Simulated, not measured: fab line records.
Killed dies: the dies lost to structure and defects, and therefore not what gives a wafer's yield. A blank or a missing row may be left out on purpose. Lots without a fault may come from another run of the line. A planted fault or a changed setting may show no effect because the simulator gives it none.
fab line records / flow sky130
record: lots: 7 wafers: 21 last_day: 50
route steps=708 shown METAL3@570 VIA3@573
lots that met no fault: from a run of the same line without faults
start_h: the number of hours between the record's first day and the start of the first shown wafer of the lot / wait_h: hours since the lot's step before / " repeats the value in the row above / L1.1+2: several wafers, shown together as one row / - no value, or no start given / * or withheld: withheld / < > ~ a bound
route shown NAME@n: names a module that has steps shown in the file, with the first one's number in the route / usual: the fault-free wafers' mean and standard deviation / same: alike in all rows / chamber/n: place in a boat / sites: readings site by site / _std_site: standard deviation of those values / _edge_site: outer sites' mean less inner sites' / radius_mm: for every site, how far away it sits from the centre of the wafer / mask NAME#n: copy n / behind: the last tool/chamber to shape the wafer / hold: reason for holding the lot/hours on hold/outcome of the hold / device: whichever transistor did not switch (one of n, p or np) / end of line: at the end of the route, the tests of the same wafers / a step with no rows: only its recipe / killed: at the first sort, the dies lost to defects and structure; wafer yield is something else / map: shows each die of a wafer: x if killed, . if not, _ if none is there
set.NAME: setting as actually run; set.NAME@STEP: the setting as run at that earlier step / model.NAME: the simulator's own value behind a step, which no gauge read
lots at some steps of the route; a table a step, a row a wafer
services: the hour from which a tool's chamber was out of use, counted from the record's first day as start_h (under 0 if before that day), plus the number of hours and why
== steps ==
step: SKY_METAL3_STRIP_20
recipe: chemistry: post_etch_residue_remover time_s: 1200 temp_c: 72.5
step: SKY_METAL3_CLEAN_21
recipe: chemistry: IPA time_s: 180 temp_c: 25
step: SKY_METAL3_CLEAN_22
recipe: chemistry: O3/DIW dry: n2_spin
step: SKY_VIA3_HDPCVD_00
recipe: material: SiO2 target_thk_nm: 1635 sigma_open_frac: 0.3 time_s: 264.8 temp_c: 400 sih4_flow_sccm: 60 pressure_mtorr: 6
step: SKY_VIA3_THK_MEAS_01
recipe: reads: SiO2_of_VIA3_HDPCVD_00
usual: VIA3_HDPCVD_THK: 1581/16
lot.wafer=L188.1 tool=film_metro-02 chamber=- start_h=912.29 wait_h=0.1 VIA3_HDPCVD_THK[nm]=1567
lot.wafer=L188.3 tool=film_metro-02 chamber=- start_h=912.29 wait_h=0.1 VIA3_HDPCVD_THK[nm]=1593
lot.wafer=L188.6 tool=film_metro-02 chamber=- start_h=912.29 wait_h=0.1 VIA3_HDPCVD_THK[nm]=1590
lot.wafer=L190.1 tool=film_metro-01 chamber=- start_h=933.31 wait_h=0.1 VIA3_HDPCVD_THK[nm]=1590
lot.wafer=L190.3 tool=film_metro-01 chamber=- start_h=933.31 wait_h=0.1 VIA3_HDPCVD_THK[nm]=1601
lot.wafer=L190.5 tool=film_metro-01 chamber=- start_h=933.31 wait_h=0.1 VIA3_HDPCVD_THK[nm]=1586
lot.wafer=L202.2 tool=film_metro-02 chamber=- start_h=1030.67 wait_h=0.1 VIA3_HDPCVD_THK[nm]=1584
lot.wafer=L202.3 tool=film_metro-02 chamber=- start_h=1030.67 wait_h=0.1 VIA3_HDPCVD_THK[nm]=1608
lot.wafer=L202.5 tool=film_metro-02 chamber=- start_h=1030.67 wait_h=0.1 VIA3_HDPCVD_THK[nm]=1575
lot.wafer=L205.2 tool=film_metro-01 chamber=- start_h=1038.46 wait_h=0.1 VIA3_HDPCVD_THK[nm]=1547
lot.wafer=L205.4 tool=film_metro-01 chamber=- start_h=1038.46 wait_h=0.1 VIA3_HDPCVD_THK[nm]=1543
lot.wafer=L205.6 tool=film_metro-01 chamber=- start_h=1038.46 wait_h=0.1 VIA3_HDPCVD_THK[nm]=1547
lot.wafer=L204.1 tool=film_metro-01 chamber=- start_h=1042.13 wait_h=0.1 VIA3_HDPCVD_THK[nm]=1580
lot.wafer=L204.2 tool=film_metro-01 chamber=- start_h=1042.13 wait_h=0.1 VIA3_HDPCVD_THK[nm]=1574
lot.wafer=L204.6 tool=film_metro-01 chamber=- start_h=1042.13 wait_h=0.1 VIA3_HDPCVD_THK[nm]=1554
lot.wafer=L207.1 tool=film_metro-02 chamber=- start_h=1049.53 wait_h=0.1 VIA3_HDPCVD_THK[nm]=1582
lot.wafer=L207.2 tool=film_metro-02 chamber=- start_h=1049.53 wait_h=0.1 VIA3_HDPCVD_THK[nm]=1592
lot.wafer=L207.6 tool=film_metro-02 chamber=- start_h=1049.53 wait_h=0.1 VIA3_HDPCVD_THK[nm]=1572
lot.wafer=L208.1 tool=film_metro-01 chamber=- start_h=1055.49 wait_h=0.1 VIA3_HDPCVD_THK[nm]=1580
lot.wafer=L208.5 tool=film_metro-01 chamber=- start_h=1055.49 wait_h=0.1 VIA3_HDPCVD_THK[nm]=1592
lot.wafer=L208.6 tool=film_metro-01 chamber=- start_h=1055.49 wait_h=0.1 VIA3_HDPCVD_THK[nm]=1597
step: SKY_VIA3_CMP_02
recipe: material: SiO2 down_force_psi: 4 platen_rpm: 60 pad_velocity_m_s: 0.94248
usual: motor_current_A: 12.0/1
lot.wafer=L188.1 tool=cmp-02 chamber=1 start_h=912.40 wait_h=0.1 motor_current_A=12.1
lot.wafer=L188.3 tool=cmp-02 chamber=3 start_h=912.40 wait_h=0.1 motor_current_A=12.4
lot.wafer=L188.6 tool=cmp-02 chamber=1 start_h=912.40 wait_h=0.1 motor_current_A=12.4
lot.wafer=L190.3 tool=cmp-01 chamber=3 start_h=933.37 wait_h=0.0 motor_current_A=11.0
lot.wafer=L190.1 tool=cmp-01 chamber=0 start_h=933.37 wait_h=0.0 motor_current_A=11.6
lot.wafer=L190.5 tool=cmp-01 chamber=3 start_h=933.37 wait_h=0.0 motor_current_A=11.5
lot.wafer=L202.3 tool=cmp-02 chamber=3 start_h=1030.72 wait_h=0.0 motor_current_A=12.6
lot.wafer=L202.2 tool=cmp-02 chamber=0 start_h=1030.72 wait_h=0.0 motor_current_A=12.4
lot.wafer=L202.5 tool=cmp-02 chamber=3 start_h=1030.72 wait_h=0.0 motor_current_A=12.5
lot.wafer=L205.2 tool=cmp-01 chamber=1 start_h=1038.56 wait_h=0.1 motor_current_A=11.9
lot.wafer=L205.4 tool=cmp-01 chamber=3 start_h=1038.56 wait_h=0.1 motor_current_A=11.3
lot.wafer=L205.6 tool=cmp-01 chamber=1 start_h=1038.56 wait_h=0.1 motor_current_A=11.7
lot.wafer=L204.1 tool=cmp-02 chamber=3 start_h=1042.24 wait_h=0.1 motor_current_A=12.6
lot.wafer=L204.2 tool=cmp-02 chamber=1 start_h=1042.24 wait_h=0.1 motor_current_A=12.1
lot.wafer=L204.6 tool=cmp-02 chamber=2 start_h=1042.24 wait_h=0.1 motor_current_A=13.6
lot.wafer=L207.1 tool=cmp-01 chamber=2 start_h=1049.59 wait_h=0.1 motor_current_A=13.2
lot.wafer=L207.2 tool=cmp-01 chamber=3 start_h=1049.59 wait_h=0.1 motor_current_A=10.8
lot.wafer=L207.6 tool=cmp-01 chamber=3 start_h=1049.59 wait_h=0.1 motor_current_A=10.8
lot.wafer=L208.1 tool=cmp-02 chamber=3 start_h=1055.55 wait_h=0.1 motor_current_A=12.5
lot.wafer=L208.5 tool=cmp-02 chamber=3 start_h=1055.55 wait_h=0.1 motor_current_A=12.4
lot.wafer=L208.6 tool=cmp-02 chamber=0 start_h=1055.55 wait_h=0.1 motor_current_A=12.2
step: SKY_VIA3_BOW_MEAS_03
recipe: mode: bow
usual: VIA3_BOW: 80/8.5
lot.wafer=L188.1 tool=film_metro-04 chamber=- start_h=912.65 wait_h=0.2 VIA3_BOW[um]=86
lot.wafer=L188.3 tool=film_metro-04 chamber=- start_h=912.65 wait_h=0.2 VIA3_BOW[um]=79
lot.wafer=L188.6 tool=film_metro-04 chamber=- start_h=912.65 wait_h=0.2 VIA3_BOW[um]=87
lot.wafer=L190.1 tool=film_metro-04 chamber=- start_h=933.67 wait_h=0.2 VIA3_BOW[um]=84
lot.wafer=L190.3 tool=film_metro-04 chamber=- start_h=933.67 wait_h=0.2 VIA3_BOW[um]=80
lot.wafer=L190.5 tool=film_metro-04 chamber=- start_h=933.67 wait_h=0.2 VIA3_BOW[um]=61
lot.wafer=L202.2 tool=film_metro-02 chamber=- start_h=1031.04 wait_h=0.2 VIA3_BOW[um]=80
lot.wafer=L202.3 tool=film_metro-02 chamber=- start_h=1031.04 wait_h=0.2 VIA3_BOW[um]=94
lot.wafer=L202.5 tool=film_metro-02 chamber=- start_h=1031.04 wait_h=0.2 VIA3_BOW[um]=84
lot.wafer=L205.2 tool=film_metro-01 chamber=- start_h=1038.83 wait_h=0.2 VIA3_BOW[um]=60
lot.wafer=L205.4 tool=film_metro-01 chamber=- start_h=1038.83 wait_h=0.2 VIA3_BOW[um]=81
lot.wafer=L205.6 tool=film_metro-01 chamber=- start_h=1038.83 wait_h=0.2 VIA3_BOW[um]=76
lot.wafer=L204.1 tool=film_metro-04 chamber=- start_h=1042.49 wait_h=0.2 VIA3_BOW[um]=76
lot.wafer=L204.2 tool=film_metro-04 chamber=- start_h=1042.49 wait_h=0.2 VIA3_BOW[um]=79
lot.wafer=L204.6 tool=film_metro-04 chamber=- start_h=1042.49 wait_h=0.2 VIA3_BOW[um]=78
lot.wafer=L207.1 tool=film_metro-04 chamber=- start_h=1049.89 wait_h=0.2 VIA3_BOW[um]=92
lot.wafer=L207.2 tool=film_metro-04 chamber=- start_h=1049.89 wait_h=0.2 VIA3_BOW[um]=95
lot.wafer=L207.6 tool=film_metro-04 chamber=- start_h=1049.89 wait_h=0.2 VIA3_BOW[um]=86
lot.wafer=L208.1 tool=film_metro-02 chamber=- start_h=1055.85 wait_h=0.2 VIA3_BOW[um]=71
lot.wafer=L208.5 tool=film_metro-02 chamber=- start_h=1055.85 wait_h=0.2 VIA3_BOW[um]=76
lot.wafer=L208.6 tool=film_metro-02 chamber=- start_h=1055.85 wait_h=0.2 VIA3_BOW[um]=70
step: SKY_VIA3_DEHYDRATE_04
recipe: temp_c: 200 time_s: 60
step: SKY_VIA3_HMDS_05
recipe: prime_time_s: 60 prime_temp_c: 120
step: SKY_VIA3_COAT_06
recipe: resist: BARC temp_c: withheld time_s: withheld spin_rpm: 3000 resist_thk_nm: 60
step: SKY_VIA3_COAT_07
recipe: resist: KrF-thick spin_rpm: 3000 resist_thk_nm: 450
step: SKY_VIA3_SOFTBAKE_08
recipe: temp_c: 100 time_s: 90 resist: KrF-thick
step: SKY_VIA3_EXPOSE_09
recipe: mask_id: VIM3 na: 0.8 source_shape: annular sigma_inner: 0.55 sigma_outer: 0.85 target_cd_nm: 200 dose_mj: 38
usual: exposure_dose_mJ_cm2: 38.01/0.036 focus_offset_nm: 0.0/0.5
lot.wafer=L188.1 tool=krf_scanner-02 chamber=0 start_h=924.86 wait_h=- mask=VIM3#0 exposure_dose_mJ_cm2=37.97 focus_offset_nm=-0.2
lot.wafer=L188.3 tool=krf_scanner-02 chamber=0 start_h=924.86 wait_h=- mask=VIM3#0 exposure_dose_mJ_cm2=38.03 focus_offset_nm=-1.2
lot.wafer=L188.6 tool=krf_scanner-02 chamber=0 start_h=924.86 wait_h=- mask=VIM3#0 exposure_dose_mJ_cm2=38.00 focus_offset_nm=-0.2
lot.wafer=L190.1 tool=krf_scanner-02 chamber=0 start_h=945.98 wait_h=- mask=VIM3#0 exposure_dose_mJ_cm2=38.06 focus_offset_nm=-0.7
lot.wafer=L190.3 tool=krf_scanner-02 chamber=0 start_h=945.98 wait_h=- mask=VIM3#0 exposure_dose_mJ_cm2=38.04 focus_offset_nm=0.2
lot.wafer=L190.5 tool=krf_scanner-02 chamber=0 start_h=945.98 wait_h=- mask=VIM3#0 exposure_dose_mJ_cm2=37.98 focus_offset_nm=0.5
lot.wafer=L202.2 tool=krf_scanner-02 chamber=- start_h=1042.28 wait_h=- mask=VIM3#0 exposure_dose_mJ_cm2=- focus_offset_nm=-
lot.wafer=L202.3 tool=krf_scanner-02 chamber=- start_h=1042.28 wait_h=- mask=VIM3#0 exposure_dose_mJ_cm2=- focus_offset_nm=-
lot.wafer=L202.5 tool=krf_scanner-02 chamber=- start_h=1042.28 wait_h=- mask=VIM3#0 exposure_dose_mJ_cm2=- focus_offset_nm=-
lot.wafer=L205.2 tool=krf_scanner-02 chamber=- start_h=1049.47 wait_h=- mask=VIM3#0 exposure_dose_mJ_cm2=- focus_offset_nm=-
lot.wafer=L205.4 tool=krf_scanner-02 chamber=- start_h=1049.47 wait_h=- mask=VIM3#0 exposure_dose_mJ_cm2=- focus_offset_nm=-
lot.wafer=L205.6 tool=krf_scanner-02 chamber=- start_h=1049.47 wait_h=- mask=VIM3#0 exposure_dose_mJ_cm2=- focus_offset_nm=-
lot.wafer=L204.1 tool=krf_scanner-02 chamber=- start_h=1053.86 wait_h=- mask=VIM3#0 exposure_dose_mJ_cm2=- focus_offset_nm=-
lot.wafer=L204.2 tool=krf_scanner-02 chamber=- start_h=1053.86 wait_h=- mask=VIM3#0 exposure_dose_mJ_cm2=- focus_offset_nm=-
lot.wafer=L204.6 tool=krf_scanner-02 chamber=- start_h=1053.86 wait_h=- mask=VIM3#0 exposure_dose_mJ_cm2=- focus_offset_nm=-
lot.wafer=L207.1 tool=krf_scanner-01 chamber=0 start_h=1061.59 wait_h=- mask=VIM3#0 exposure_dose_mJ_cm2=37.94 focus_offset_nm=0.3
lot.wafer=L207.2 tool=krf_scanner-01 chamber=0 start_h=1061.59 wait_h=- mask=VIM3#0 exposure_dose_mJ_cm2=38.01 focus_offset_nm=-0.5
lot.wafer=L207.6 tool=krf_scanner-01 chamber=0 start_h=1061.59 wait_h=- mask=VIM3#0 exposure_dose_mJ_cm2=37.98 focus_offset_nm=0.2
lot.wafer=L208.1 tool=krf_scanner-02 chamber=0 start_h=1066.77 wait_h=- mask=VIM3#0 exposure_dose_mJ_cm2=37.97 focus_offset_nm=-0.2
lot.wafer=L208.5 tool=krf_scanner-02 chamber=0 start_h=1066.77 wait_h=- mask=VIM3#0 exposure_dose_mJ_cm2=38.01 focus_offset_nm=0.8
lot.wafer=L208.6 tool=krf_scanner-02 chamber=0 start_h=1066.77 wait_h=- mask=VIM3#0 exposure_dose_mJ_cm2=37.97 focus_offset_nm=0.8
step: SKY_VIA3_PEB_10
recipe: peb_temp_c: withheld peb_time_s: withheld resist: KrF-thick
== services ==
tool=krf_scanner-01 chamber=- start_h=890.72 hours=3.6 kind=pm
tool=cmp-01 chamber=- start_h=912.27 hours=4.0 kind=pm
tool=cmp-01 chamber=- start_h=916.27 hours=- kind=consumable_replace:conditioner
tool=cmp-01 chamber=- start_h=916.27 hours=3.3 kind=pm
tool=cmp-02 chamber=- start_h=930.40 hours=5.5 kind=repair
tool=krf_scanner-02 chamber=- start_h=934.47 hours=1.3 kind=pm
tool=cmp-02 chamber=- start_h=935.95 hours=4.3 kind=pm
tool=krf_scanner-01 chamber=- start_h=937.05 hours=1.3 kind=pm
tool=krf_scanner-01 chamber=- start_h=960.36 hours=0.8 kind=pm
tool=cmp-01 chamber=- start_h=966.92 hours=16.3 kind=repair
tool=krf_scanner-01 chamber=- start_h=970.39 hours=0.3 kind=repair
tool=krf_scanner-02 chamber=- start_h=974.66 hours=1.0 kind=pm
tool=krf_scanner-01 chamber=- start_h=979.48 hours=4.0 kind=pm
tool=cmp-01 chamber=- start_h=996.51 hours=3.8 kind=pm
tool=cmp-02 chamber=- start_h=1000.46 hours=11.7 kind=pm
tool=cmp-01 chamber=- start_h=1003.36 hours=1.4 kind=repair
tool=cmp-02 chamber=- start_h=1015.09 hours=0.9 kind=repair
tool=krf_scanner-01 chamber=- start_h=1017.48 hours=36.0 kind=pm
tool=krf_scanner-02 chamber=- start_h=1019.32 hours=2.6 kind=repair
tool=cmp-02 chamber=- start_h=1031.70 hours=5.6 kind=repair
tool=krf_scanner-02 chamber=- start_h=1035.49 hours=1.8 kind=repair
tool=krf_scanner-02 chamber=- start_h=1047.02 hours=0.8 kind=pm
tool=krf_scanner-01 chamber=- start_h=1054.49 hours=1.0 kind=pm
tool=krf_scanner-01 chamber=- start_h=1065.42 hours=7.5 kind=repair
== key ==
first_sign: step: SKY_VIA3_EXPOSE_09 reading: tool_record direction: missing
effect none on later readings
met_at SKY_VIA3_EXPOSE_09
struck_wafers L202.2,L202.3,L202.5,L204.1,L204.2,L204.6,L205.2,L205.4,L205.6
later_rows_left_out L202.2,L202.3,L202.5,L204.1,L204.2,L204.6,L205.2,L205.4,L205.6
sort_left_out L202.2,L202.3,L202.5,L204.1,L204.2,L204.6,L205.2,L205.4,L205.6
onset_between 945.98 1042.28
fault: kind: skipped_step_whole tool: krf_scanner-02 chamber: - onset_h: 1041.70 steps: SKY_VIA3_EXPOSE_09 scope: struck_lots_only
sort_left_out: the simulated sort isn't trusted on such a fault, so these wafers' sort isn't shown, and their yield isn't known
later_rows_left_out: the simulator's readings of these wafers behind a module that went badly wrong aren't trusted and aren't shown, but for the sort
